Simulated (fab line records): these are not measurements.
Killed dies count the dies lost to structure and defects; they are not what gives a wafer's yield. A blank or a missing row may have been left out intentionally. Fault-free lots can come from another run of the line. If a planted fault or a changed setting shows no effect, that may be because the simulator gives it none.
Chamber matching :: flow sfqLine :: cmp-02 running SFQ_TRILAYER_I3_CMP_CMP_082: 4 sister chambers
The step polishes SiO2. 7 wafers are shown with their chamber, then 8 later ones without.

== WAFERS WITH THEIR CHAMBER ==
wafer: L867.4
chamber: 3
motorCurrentA (A): 10.7
headPressurePsi (psi): 2.989

wafer: L867.5
chamber: 0
motorCurrentA (A): 9.9
headPressurePsi (psi): 2.993

wafer: L869.6
chamber: 1
motorCurrentA (A): 11.0
headPressurePsi (psi): 2.999

wafer: L878.3
chamber: 2
motorCurrentA (A): 11.3
headPressurePsi (psi): 2.998

wafer: L878.4
chamber: 1
motorCurrentA (A): 10.4
headPressurePsi (psi): 2.999

wafer: L878.6
chamber: 0
motorCurrentA (A): 9.9
headPressurePsi (psi): 3.010

wafer: L881.3
chamber: 2
motorCurrentA (A): 11.0
headPressurePsi (psi): 3.001

== WAFERS WITH NO CHAMBER GIVEN ==
wafer: L881.4
motorCurrentA (A): 11.0
headPressurePsi (psi): 2.999

wafer: L881.6
motorCurrentA (A): 11.2
headPressurePsi (psi): 2.996

wafer: L883.1
motorCurrentA (A): 10.6
headPressurePsi (psi): 3.006

wafer: L883.5
motorCurrentA (A): 11.3
headPressurePsi (psi): 3.010

wafer: L883.6
motorCurrentA (A): 11.4
headPressurePsi (psi): 3.001

wafer: L886.1
motorCurrentA (A): 10.6
headPressurePsi (psi): 3.012

wafer: L886.4
motorCurrentA (A): 10.6
headPressurePsi (psi): 3.004

wafer: L886.5
motorCurrentA (A): 10.8
headPressurePsi (psi): 2.999

== WHICH CHAMBER EACH ONE RAN IN ==
wafer: L881.4
from the rows above: can't be placed: 2 or 1 or 3
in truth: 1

wafer: L881.6
from the rows above: can't be placed: 2 or 1 or 3
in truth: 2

wafer: L883.1
from the rows above: can't be placed: 1 or 2 or 3 or 0
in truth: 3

wafer: L883.5
from the rows above: can't be placed: 2 or 1
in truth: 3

wafer: L883.6
from the rows above: can't be placed: 2 or 1
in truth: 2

wafer: L886.1
from the rows above: can't be placed: 1 or 2 or 0 or 3
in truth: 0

wafer: L886.4
from the rows above: can't be placed: 1 or 2 or 3 or 0
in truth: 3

wafer: L886.5
from the rows above: can't be placed: 1 or 2 or 3
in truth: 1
Correct placement for 0 of the 8. From these rows, 8 cannot be placed; in 7 the true chamber is one of the candidates. 0 placed wrongly.
How it was worked out, from the rows above alone: a wafer's distance from a chamber is the root of the sum, over the readings, of the square of ((its reading less the chamber's mean) divided by the reading's scatter). The wafer belongs to the nearest chamber; if the next one is less than 2 further off, it can't be placed. For every chamber, the mean is computed from those of its wafers that are shown. The scatter: take each reading less its chamber's mean, square it, sum over the shown wafers, divide by the number of wafers less the number of chambers, and take the root.
